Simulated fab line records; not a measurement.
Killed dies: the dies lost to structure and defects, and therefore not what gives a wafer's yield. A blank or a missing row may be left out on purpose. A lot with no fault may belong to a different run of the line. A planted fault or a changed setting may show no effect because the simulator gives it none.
fab line records | flow gf180mcu
[record] lots = 14 wafers = 42 lastDay = 34
route steps=602 shown HV_LDD@224 SALICIDE@282 M1@315
lots that met no fault: taken from a fault-free run of the same line
startH: hours from the record's opening day to when the first of the lot's shown wafers began | waitH: how many hours have passed since the lot's step before this one | " repeats the value in the row above | L1.1+2: a single row standing in for several wafers | - value missing, or start not given | * or withheld: withheld | < > ~ a bound
route shown NAME@n: NAME is a module with steps in the file, n the number in the route of the first one | usual: mean/standard deviation of fault-free wafers | same: alike in all rows | chamber/n: place in a boat | sites: each site's reading | _std_site: standard deviation across them | _edge_site: mean of outer sites minus mean of inner sites | radiusMm: how far each site lies from the wafer's centre | mask NAME#n: copy n | behind: tool/chamber where the wafer was last shaped | hold: what put the lot on hold/how long, in hours/how the hold closed | device: which transistor (n, p or np) failed to switch | end of line: tests of these same wafers at the route's end | for a step that has no rows: nothing shown but its recipe | killed: dies that structure and defects cost at the first sort, which is not the same as the wafer's yield | map: the dies of a wafer, with x for killed, . for not killed, _ for no die there
set.NAME: the setting that was run; set.NAME@STEP: the one run at that earlier step | model.NAME: the simulator's own value behind a step, which no gauge read
a sample of lots followed through the steps of the route, with each step as a table and each wafer as a row
services: a tool's chamber out of use, with start hour (startH, from the record's first day; less than 0 if before it), hours out, and reason
[[steps]]
[step GF_HV_LDD_IMPLANT_48]
[recipe] species = B energyKev = 25 doseCm2 = 3e+13 tiltDeg = 7
[usual] beamEnergyKeV = 25.000/0.0072 beamOnS = 9.99/0.18
// columns lot.wafer tool chamber startH waitH beamEnergyKeV beamOnS
L827.1 implanter-02 0 277.00 0.0 25.002 9.71
L827.2 " 0 " " 25.007 9.98
L827.4 " 0 " " 25.013 9.96
L830.2 implanter-01 0 299.91 0.0 25.000 10.17
L830.3 " 0 " " 24.996 9.86
L830.4 " 0 " " 24.995 10.27
L831.3 implanter-02 0 306.25 0.1 25.005 9.96
L831.4 " 0 " " 25.011 9.75
L831.5 " 0 " " 24.995 10.32
L832.1 implanter-03 0 322.20 0.0 24.991 10.18
L832.3 " 0 " " 25.006 9.63
L832.6 " 0 " " 25.000 9.92
L833.2 implanter-01 0 337.46 0.0 25.004 10.08
L833.4 " 0 " " 25.006 9.69
L833.5 " 0 " " 24.994 10.03
L835.1 implanter-03 0 360.20 0.0 25.010 9.89
L835.2 " 0 " " 25.010 9.92
L835.5 " 0 " " 25.000 9.90
L836.3 implanter-01 0 372.40 0.1 24.994 10.16
L836.5 " 0 " " 25.007 10.22
L836.6 " 0 " " 25.010 9.88
L837.1 implanter-02 - 381.65 0.0 - -
L837.4 " - " " - -
L837.6 " - " " - -
L840.2 implanter-02 - 383.81 0.0 - -
L840.3 " - " " - -
L840.6 " - " " - -
L845.1 implanter-02 0 426.00 0.0 25.003 9.94
L845.2 " 0 " " 24.994 10.08
L845.6 " 0 " " 24.993 10.08
L846.1 implanter-03 0 430.65 0.0 25.006 10.06
L846.3 " 0 " " 25.007 10.33
L846.6 " 0 " " 25.000 9.86
L847.2 implanter-03 0 440.17 0.0 24.994 10.03
L847.3 " 0 " " 25.001 9.69
L847.5 " 0 " " 25.001 9.80
L848.1 implanter-02 0 448.05 0.0 24.992 9.90
L848.3 " 0 " " 24.982 9.78
L848.4 " 0 " " 24.984 9.96
L849.2 implanter-02 0 457.02 0.0 25.003 9.94
L849.4 " 0 " " 25.002 10.04
L849.6 " 0 " " 25.012 10.13
[step GF_HV_LDD_TW_MEAS_50]
[usual] HV_LDD_4_TW = 566/5
// columns lot.wafer tool chamber startH waitH HV_LDD_4_TW
L827.1 filmMetro-04 - 277.25 0.1 569
L827.2 " - " " 570
L827.4 " - " " 572
L830.2 filmMetro-01 - 300.14 0.1 570
L830.3 " - " " 570
L830.4 " - " " 572
L831.3 filmMetro-04 - 306.47 0.1 565
L831.4 " - " " 567
L831.5 " - " " 570
L832.1 filmMetro-01 - 322.45 0.1 567
L832.3 " - " " 569
L832.6 " - " " 568
L833.2 filmMetro-03 - 337.69 0.1 560
L833.4 " - " " 557
L833.5 " - " " 559
L835.1 filmMetro-01 - 360.45 0.1 572
L835.2 " - " " 571
L835.5 " - " " 570
L836.3 filmMetro-01 - 372.62 0.1 569
L836.5 " - " " 568
L836.6 " - " " 568
L837.1 filmMetro-01 - 381.90 0.1 30
L837.4 " - " " 30
L837.6 " - " " 30
L840.2 filmMetro-01 - 384.04 0.1 30
L840.3 " - " " 30
L840.6 " - " " 30
L845.1 filmMetro-04 - 426.25 0.1 565
L845.2 " - " " 565
L845.6 " - " " 568
L846.1 filmMetro-01 - 430.90 0.1 572
L846.3 " - " " 571
L846.6 " - " " 569
L847.2 filmMetro-01 - 440.41 0.1 570
L847.3 " - " " 573
L847.5 " - " " 575
L848.1 filmMetro-03 - 448.30 0.1 559
L848.3 " - " " 559
L848.4 " - " " 560
L849.2 filmMetro-03 - 457.26 0.1 559
L849.4 " - " " 558
L849.6 " - " " 558
[step GF_SALICIDE_RS_MEAS_04]
[recipe] thkMeasGauge = four-point-probe reads = TiN_of_SALICIDE_SPUTTER_03+Co_of_SALICIDE_SPUTTER_02
[usual] SALICIDE_TIN_RS = 16.5/0.42
// columns lot.wafer tool chamber startH waitH SALICIDE_TIN_RS[ohm/sq]
L827.1 filmMetro-02 - 344.30 0.0 16.9
L827.2 " - " " 16.8
L827.4 " - " " 16.0
L830.2 filmMetro-03 - 368.89 0.0 16.1
L830.3 " - " " 16.6
L830.4 " - " " 16.6
L831.3 filmMetro-01 - 375.36 0.1 15.8
L831.4 " - " " 16.3
L831.5 " - " " 16.4
L832.1 filmMetro-02 - 393.48 0.0 16.1
L832.3 " - " " 15.9
L832.6 " - " " 16.1
L833.2 filmMetro-02 - 407.81 0.0 16.7
L833.4 " - " " 16.3
L833.5 " - " " 16.1
L835.1 filmMetro-02 - 433.23 0.0 16.5
L835.2 " - " " 15.8
L835.5 " - " " 15.7
L836.3 filmMetro-01 - 448.17 0.1 16.2
L836.5 " - " " 16.7
L836.6 " - " " 16.8
L845.1 filmMetro-01 - 501.22 0.0 17.0
L845.2 " - " " 16.2
L845.6 " - " " 16.5
L846.1 filmMetro-02 - 507.02 0.0 16.8
L846.3 " - " " 17.0
L846.6 " - " " 16.5
L847.2 filmMetro-01 - 516.21 0.0 17.1
L847.3 " - " " 17.0
L847.5 " - " " 17.1
L848.1 filmMetro-01 - 523.23 0.0 16.8
L848.3 " - " " 17.2
L848.4 " - " " 16.6
L849.2 filmMetro-02 - 532.64 0.0 17.0
L849.4 " - " " 16.4
L849.6 " - " " 17.0
[step GF_M1_SPUTTER_00]
[recipe] material = Ti targetThkNm = 37.5 arrivingIonEnergyEv = 80 substrateTempC = 200 chamberPressurePa = 2 powerW = 4000 timeS = 150
[usual] throttleValvePct = 30.2/0.93
// columns lot.wafer tool chamber startH waitH throttleValvePct
L827.1 pvdSputter-01 - 368.67 0.1 29.0
L827.2 " - " " 31.1
L827.4 " - " " 29.6
L830.2 pvdSputter-04 - 393.55 0.1 31.2
L830.3 " - " " 28.6
L830.4 " - " " 31.0
L831.3 pvdSputter-04 - 400.15 0.2 31.1
L831.4 " - " " 28.7
L831.5 " - " " 30.9
L832.1 pvdSputter-01 - 419.08 0.1 29.2
L832.3 " - " " 31.2
L832.6 " - " " 29.5
L833.2 pvdSputter-01 - 434.06 0.2 31.2
L833.4 " - " " 29.7
L833.5 " - " " 29.1
L835.1 pvdSputter-04 - 459.43 0.2 31.2
L835.2 " - " " 30.8
L835.5 " - " " 31.2
L836.3 pvdSputter-01 - 473.89 0.1 29.4
L836.5 " - " " 29.5
L836.6 " - " " 29.7
L845.1 pvdSputter-04 - 526.67 0.2 31.5
L845.2 " - " " 28.6
L845.6 " - " " 28.8
L846.1 pvdSputter-04 - 533.07 0.2 30.8
L846.3 " - " " 31.0
L846.6 " - " " 30.7
L847.2 pvdSputter-03 - 541.57 0.1 30.1
L847.3 " - " " 29.4
L847.5 " - " " 30.0
L848.1 pvdSputter-04 - 548.64 0.2 31.0
L848.3 " - " " 31.0
L848.4 " - " " 28.8
L849.2 pvdSputter-03 - 557.88 0.1 29.6
L849.4 " - " " 29.8
L849.6 " - " " 31.0
[step GF_M1_SPUTTER_01]
[recipe] material = TiN targetThkNm = 30 powerW = 6500 timeS = 25 chamberPressurePa = 0.4
[usual] throttleValvePct = 30.3/0.91
// columns lot.wafer tool chamber startH waitH throttleValvePct
L827.1 pvdSputter-01 - 368.77 0.1 28.9
L827.2 " - " " 31.6
L827.4 " - " " 29.5
L830.2 pvdSputter-04 - 393.65 0.1 30.7
L830.3 " - " " 28.6
L830.4 " - " " 30.9
L831.3 pvdSputter-04 - 400.25 0.1 30.8
L831.4 " - " " 28.4
L831.5 " - " " 31.2
L832.1 pvdSputter-01 - 419.18 0.1 29.0
L832.3 " - " " 31.4
L832.6 " - " " 29.7
L833.2 pvdSputter-01 - 434.16 0.1 31.3
L833.4 " - " " 29.4
L833.5 " - " " 29.2
L835.1 pvdSputter-04 - 459.53 0.1 31.1
L835.2 " - " " 30.8
L835.5 " - " " 30.9
L836.3 pvdSputter-01 - 473.99 0.1 29.6
L836.5 " - " " 29.5
L836.6 " - " " 29.8
L845.1 pvdSputter-04 - 526.77 0.1 30.9
L845.2 " - " " 28.9
L845.6 " - " " 28.6
L846.1 pvdSputter-04 - 533.17 0.1 30.7
L846.3 " - " " 31.0
L846.6 " - " " 31.0
L847.2 pvdSputter-03 - 541.67 0.1 29.9
L847.3 " - " " 29.9
L847.5 " - " " 30.4
L848.1 pvdSputter-04 - 548.74 0.1 31.1
L848.3 " - " " 30.7
L848.4 " - " " 28.8
L849.2 pvdSputter-03 - 557.98 0.1 29.6
L849.4 " - " " 30.4
L849.6 " - " " 31.3
[[services]]
// columns tool chamber startH hours kind
pvdSputter-01 - 269.49 8.7 repair
implanter-03 - 274.18 5.4 pm
implanter-01 - 275.31 2.3 repair
implanter-01 - 292.39 1.6 repair
implanter-03 - 293.09 3.5 repair
implanter-01 - 312.99 3.8 pm
implanter-01 - 319.63 0.8 repair
implanter-01 - 327.26 3.7 repair
implanter-01 - 327.54 3.0 repair
implanter-01 - 353.87 2.3 repair
pvdSputter-04 - 354.02 1.0 repair
implanter-02 - 415.04 1.8 repair
pvdSputter-03 - 429.80 2.0 repair
implanter-03 - 445.61 3.6 repair
implanter-03 - 451.82 1.2 repair
pvdSputter-03 - 462.55 7.1 repair
implanter-03 - 464.93 2.1 repair
implanter-03 - 472.75 1.9 repair
implanter-03 - 473.10 2.9 repair
pvdSputter-01 - 476.02 20.7 repair
pvdSputter-03 - 483.07 3.2 repair
pvdSputter-01 - 511.26 1.5 repair
pvdSputter-04 - 515.99 0.7 repair
implanter-03 - 523.72 2.2 repair
[[key]]
[firstSign] step = GF_HV_LDD_IMPLANT_48 reading = toolRecord direction = missing
[effect] step = GF_HV_LDD_TW_MEAS_50 reading = HV_LDD_4_TW direction = down sigmas = 99+ usual = 566 struck = 30
metAt GF_HV_LDD_IMPLANT_48
struckLots L837,L840
laterRowsLeftOut L837.1,L837.4,L837.6,L840.2,L840.3,L840.6
sortLeftOut L837.1,L837.4,L837.6,L840.2,L840.3,L840.6
testerLeftOut L837,L840
notActingAt GF_SALICIDE_RS_MEAS_04,GF_M1_SPUTTER_00,GF_M1_SPUTTER_01
onsetBetween 306.25 381.65
[fault] kind = skippedStepWhole tool = implanter-02 chamber = - onsetH = 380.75 steps = GF_HV_LDD_IMPLANT_48 scope = struckLotsOnly
// testerLeftOut: of these lots the tester's yield and bins aren't shown, on N5 and GAA mostly nor the transistor test; their killed dies are dies lost to structure and defects alone, not to doping, threshold or leakage, so they don't give the yield
// sortLeftOut: the simulated sort isn't trusted on such a fault, so these wafers' sort isn't shown, and their yield isn't known
// laterRowsLeftOut: the simulator's readings of these wafers behind a module that went badly wrong aren't trusted and aren't shown, but for the sort
